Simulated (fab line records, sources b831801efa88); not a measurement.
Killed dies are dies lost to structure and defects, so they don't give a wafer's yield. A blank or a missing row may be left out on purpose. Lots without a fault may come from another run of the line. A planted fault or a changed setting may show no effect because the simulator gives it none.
Which tool did it? | flow gf180mcu | 14 lots, 42 wafers sampled, at 5 steps of a route of 602

WHAT THE GAUGES READ, wafer by wafer
GF_STI_THK_MEAS_02.
lot  | measured    | on            | STI_OXIDATION_THK (nm)
L669 | day 1 12:31 | film_metro-01 | 9.84 10.05 10.03
L670 | day 1 16:43 | film_metro-02 | 10.31 10.36 10.03
L671 | day 1 22:28 | film_metro-01 | 9.88 9.83 9.88
L672 | day 2 03:38 | film_metro-02 | 10.17 10.47 10.35
L673 | day 2 09:12 | film_metro-01 | 10.05 9.97 10.05
L674 | day 2 12:54 | film_metro-02 | 9.90 9.81 9.78
L676 | day 2 23:10 | film_metro-01 | 10.05 9.98 9.96
L677 | day 3 03:31 | film_metro-03 | 10.36 10.22 10.35
L680 | day 3 18:32 | film_metro-03 | 10.17 10.19 10.26
L681 | day 3 23:31 | film_metro-03 | 10.10 10.16 10.24
L683 | day 4 09:31 | film_metro-01 | 9.77 9.50 9.68
L686 | day 5 00:31 | film_metro-01 | 10.11 10.00 10.14
L690 | day 5 21:09 | film_metro-02 | 10.06 9.92 10.00
L692 | day 6 06:31 | film_metro-01 | 10.39 10.01 10.28

GF_NWELL_OVL_MEAS_07.
lot  | measured    | on         | NWELL_OVL (nm)
L669 | day 3 07:47 | overlay-02 | -0.5 1.2 -1.4
L670 | day 3 13:05 | overlay-02 | 1.2 -1.0 1.6
L671 | day 3 19:16 | overlay-02 | 1.4 2.1 3.0
L672 | day 4 00:02 | overlay-02 | -1.7 -2.6 -2.7
L673 | day 4 05:21 | overlay-01 | 1.1 -0.5 0.7
L674 | day 4 10:32 | overlay-02 | 0.4 0.5 -2.3
L676 | day 4 21:00 | overlay-02 | 1.2 -0.6 -1.3
L677 | day 5 01:29 | overlay-01 | 0.2 0.8 1.3
L680 | day 5 20:41 | overlay-01 | -0.3 0.2 -2.6
L681 | day 6 01:26 | overlay-02 | 1.7 0.6 -0.9
L683 | day 6 12:18 | overlay-02 | 2.9 2.9 1.7
L686 | day 7 03:58 | overlay-01 | 0.8 -0.7 -1.2
L690 | day 8 01:14 | overlay-02 | 3.0 1.1 1.9
L692 | day 8 14:20 | overlay-01 | -2.9 -2.9 -3.9

GF_VT_IMPLANT_RS_MEAS_47: measures by four-point-probe.
lot  | measured     | on            | NWELL_RS (ohm/sq)
L669 | day 7 13:04  | film_metro-02 | 487.7 489.4 487.4
L670 | day 7 20:02  | film_metro-02 | 489.0 487.4 488.1
L671 | day 8 02:04  | film_metro-04 | 487.4 489.3 487.9
L672 | day 8 08:55  | film_metro-03 | 487.6 488.6 489.6
L673 | day 8 14:15  | film_metro-02 | 488.0 490.5 489.0
L674 | day 8 21:46  | film_metro-04 | 488.0 486.3 487.2
L676 | day 9 11:16  | film_metro-03 | 485.1 486.4 484.7
L677 | day 9 16:35  | film_metro-02 | 487.2 488.7 489.6
L680 | day 10 14:35 | film_metro-02 | 488.9 487.5 486.8
L681 | day 10 21:13 | film_metro-02 | 487.8 486.6 488.0
L683 | day 11 09:31 | film_metro-03 | 487.3 487.6 487.2
L686 | day 12 05:34 | film_metro-04 | 488.1 488.7 487.5
L690 | day 13 09:53 | film_metro-04 | 483.7 484.0 484.3
L692 | day 14 00:29 | film_metro-04 | 484.9 485.8 486.1

GF_HV_LDD_OVL_MEAS_20.
lot  | measured     | on         | HV_LDD_01_OVL (nm)
L669 | day 11 01:01 | overlay-02 | -0.5 0.4 -0.2
L670 | day 11 01:38 | overlay-01 | 1.0 0.4 2.0
L671 | day 11 09:04 | overlay-01 | -3.0 -0.6 0.9
L672 | day 11 19:43 | overlay-01 | -0.3 0.2 0.9
L673 | day 12 01:58 | overlay-01 | 0.0 0.3 1.3
L674 | day 12 06:01 | overlay-01 | -0.4 -2.3 -1.1
L676 | day 12 22:34 | overlay-02 | 1.8 1.4 2.1
L677 | day 13 02:51 | overlay-02 | 1.2 -1.6 0.2
L680 | day 14 07:58 | overlay-01 | 0.6 -0.1 -1.1
L681 | day 14 14:28 | overlay-01 | -1.7 -0.8 -2.3
L683 | day 15 02:29 | overlay-01 | -1.9 0.4 0.4
L686 | day 16 00:55 | overlay-01 | 1.0 0.1 -0.2
L690 | day 17 06:55 | overlay-01 | 2.6 1.3 2.1
L692 | day 18 11:18 | overlay-01 | -1.5 -1.1 -0.1

WHICH TOOL RAN EACH LOT (tool, then ch and the chambers of the sampled wafers, then the start)
lot  | GF_NWELL_IMPLANT_08
L669 | implanter-04 ch 0, day 3 07:50
L670 | implanter-04 ch 0, day 3 13:10
L671 | implanter-04 ch 0, day 3 19:18
L672 | implanter-04 ch 0, day 4 00:04
L673 | implanter-03 ch 0, day 4 05:23
L674 | implanter-01 ch 0, day 4 10:35
L676 | implanter-03 ch 0, day 4 21:02
L677 | implanter-03 ch 0, day 5 01:32
L680 | implanter-04 ch 0, day 5 20:46
L681 | implanter-04 ch 0, day 6 01:28
L683 | implanter-04 ch 0, day 6 12:20
L686 | implanter-03 ch 0, day 7 04:01
L690 | implanter-04 ch 0, day 8 01:16
L692 | implanter-04 ch 0, day 8 14:22
- GF_NWELL_IMPLANT_08

WHAT THE TOOLS THEMSELVES READ (means of the sampled wafers that have a number; where no wafer has one, the mark that the record gives instead)
GF_NWELL_IMPLANT_08.
lot  | tool         | beam_energy_keV | dose_ions_cm2
L669 | implanter-04 | 449.97          | 1.5025e+13
L670 | implanter-04 | 449.96          | 1.4999e+13
L671 | implanter-04 | 449.98          | 1.4999e+13
L672 | implanter-04 | 450.19          | 1.4997e+13
L673 | implanter-03 | 449.91          | 1.4980e+13
L674 | implanter-01 | 450.08          | 1.5004e+13
L676 | implanter-03 | 450.12          | 1.5018e+13
L677 | implanter-03 | 449.86          | 1.5038e+13
L680 | implanter-04 | 449.98          | 1.5008e+13
L681 | implanter-04 | 450.02          | 1.4996e+13
L683 | implanter-04 | 449.99          | 1.5003e+13
L686 | implanter-03 | 449.95          | 1.4999e+13
L690 | implanter-04 | 467.93          | 1.5002e+13
L692 | implanter-04 | 468.01          | 1.5015e+13

THE ANSWER, worked out from the rows above alone
Rule: what is usual is taken from the lots themselves. Put in order of their means at a reading, lots are off if they are a third of the lots or fewer, leave a main group of 4 or more, and stand apart from it by a gap of 3 or more times the standard deviation of the main group's means; of several such gaps the widest counts. A main group whose means are all the same, to the digits that the tables above print for the reading, isn't used. A lot without any number at a reading at which 4 lots or more have one is off too. The other lots that the step has rows for count as sound. The gauges are gone through in route order, then the tools' own readings, and for those a lot's mean is taken as printed above. The first step at which some lot is off is used, and at that step the reading that is off furthest; a lot without a number counts as furthest.
Off: L690, L692, at GF_NWELL_IMPLANT_08 (beam_energy_keV). The main group: mean 450.00, standard deviation 0.087.
A tool fits if, at that step or a process step before it, it ran every lot that is off, and no sound lot after the first of them. One fits: implanter-04 at GF_NWELL_IMPLANT_08. Its last sound lot is L683 (day 6 12:20), its first lot that is off L690 (day 8 01:16): a fault that began between those two fits.
The tool's own readings at GF_NWELL_IMPLANT_08 bear it out: on the lots that are off they differ by more than 5 times the standard deviation of the sound lots' means. beam_energy_keV reads 467.97 there against 450.00 on the sound lots.

WHAT THE SIMULATOR HAD PUT IN
Process parameter drift: implanter-04, from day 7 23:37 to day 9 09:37, at GF_NWELL_IMPLANT_08. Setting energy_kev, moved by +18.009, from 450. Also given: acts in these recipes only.
Lots struck among those shown: L690, L692. The rule above found the same.
